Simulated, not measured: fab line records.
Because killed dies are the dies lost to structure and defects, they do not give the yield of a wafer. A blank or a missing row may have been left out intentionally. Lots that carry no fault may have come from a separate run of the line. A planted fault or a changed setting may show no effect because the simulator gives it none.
8D (eight disciplines) problem report, filled in by code ; flow sky130 ; the parts of the form that need people (team, actions taken, sign-off) are left out

== 1. WHAT IS WRONG ==
At SKY_POLY_GATE_ETCH_17, oesProductAu averages 0.742 a.u. over 4 wafers from 2 lots, while fault-free wafers read 0.990 a.u., standard deviation 0.0068. Measured from the usual mean, that is -36 standard deviations.
The step: etches poly-Si in HBr/Cl2, stops on SiO2, target depth 180 nm, time 70.5 s.
The first sign was on wafer L222.3 at day 20 21:59, on rieSi-01. At this step, 18 wafers from 6 lots have a number in the record. By rule, "out" or "out of limits" means more than 4 standard deviations away from the usual mean. All remaining wafers that have a number are taken as sound.

== 2. WHAT IT IS, WHAT IT ISN'T ==
question;is;is not
which readings at this step;oesProductAu;HBr_flow_sccm, drypumpMotorCurrentA, throttleValvePct
which lots;L222, L224;L212, L218, L231, L232
which wafers of those lots;L222.3, L222.6, L224.3, L224.6;L222.1, L224.5
read on which tools;rieSi-01;rieSi-02
when;from day 20 21:59;"up to then (7 sound wafers); but 7 sound wafers of L224, L231, L232 came after"

== 3. THE SUSPECTS, EACH WITH WHAT RULES IT OUT ==
Counting: any tool at a process step up to the reading remains a suspect provided it ran every lot that is out. Sound lots after the first of them don't rule it out here, since some wafers of a struck lot are sound.
- rieDiel-01 at SKY_POLY_GATE_ETCH_15 (etches BARC in N2/H2, stops on SiO2, time 118.5 s, target depth 110 nm): kept. It ran every lot that is out, first L222 (day 20 21:49).
- rieDiel-01 at SKY_POLY_GATE_ETCH_16 (etches Si3N4 in CH3F/O2, stops on poly-Si, time 147.5 s, target depth 75 nm): kept. It ran every lot that is out, first L222 (day 20 21:53).
- rieSi-01 at SKY_POLY_GATE_ETCH_17 (etches poly-Si in HBr/Cl2, stops on SiO2, target depth 180 nm, time 70.5 s): kept. Ran every lot that is out, first one L222 (day 20 21:59); last sound lot up to then L218 (day 19 08:32). Its own oesProductAu readings are out on those wafers.
Left after counting: rieDiel-01 at SKY_POLY_GATE_ETCH_15, rieDiel-01 at SKY_POLY_GATE_ETCH_16, rieSi-01 at SKY_POLY_GATE_ETCH_17.

== 4. THE CAUSE (what the simulator had put in) ==
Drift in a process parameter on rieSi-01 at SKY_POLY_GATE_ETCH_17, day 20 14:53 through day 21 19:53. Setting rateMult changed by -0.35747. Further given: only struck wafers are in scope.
This tool is one of the 3 suspects left after counting.

== 5. SEQUENCE OF EFFECTS, ordered by route ==
Each row: a reading where the mean over the struck wafers with a number is more than 3 standard deviations away from the usual. Only readings whose record carries a usual standard deviation are examined. hours: median over the lots of the time between each lot's start at the first step of this table that gives one and its start at this step. sigmas: the change, counted in usual standard deviations.
hours;step;reading;usual;on struck wafers;change;sigmas
0;SKY_POLY_GATE_ETCH_17;oesProductAu;0.990 a.u.;0.742;-0.248;-36
0;SKY_POLY_GATE_STRIP_18;oesProductAu;0.361 a.u.;0.376;+0.015;+3.4
0;SKY_POLY_GATE_STRIP_18;stripTimeToEndpointS;3.18 s;3.54;+0.36;+11
Here are the process steps it includes:
- SKY_POLY_GATE_ETCH_17: etches poly-Si in HBr/Cl2, stops on SiO2, target depth 180 nm, time 70.5 s.
- SKY_POLY_GATE_STRIP_18: strips in O2/N2.

== 6. WHAT WOULD HAVE CAUGHT IT SOONER ==
In this record no reading fell out of limits until day 20 21:59, 7 hours after the fault had begun at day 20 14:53.
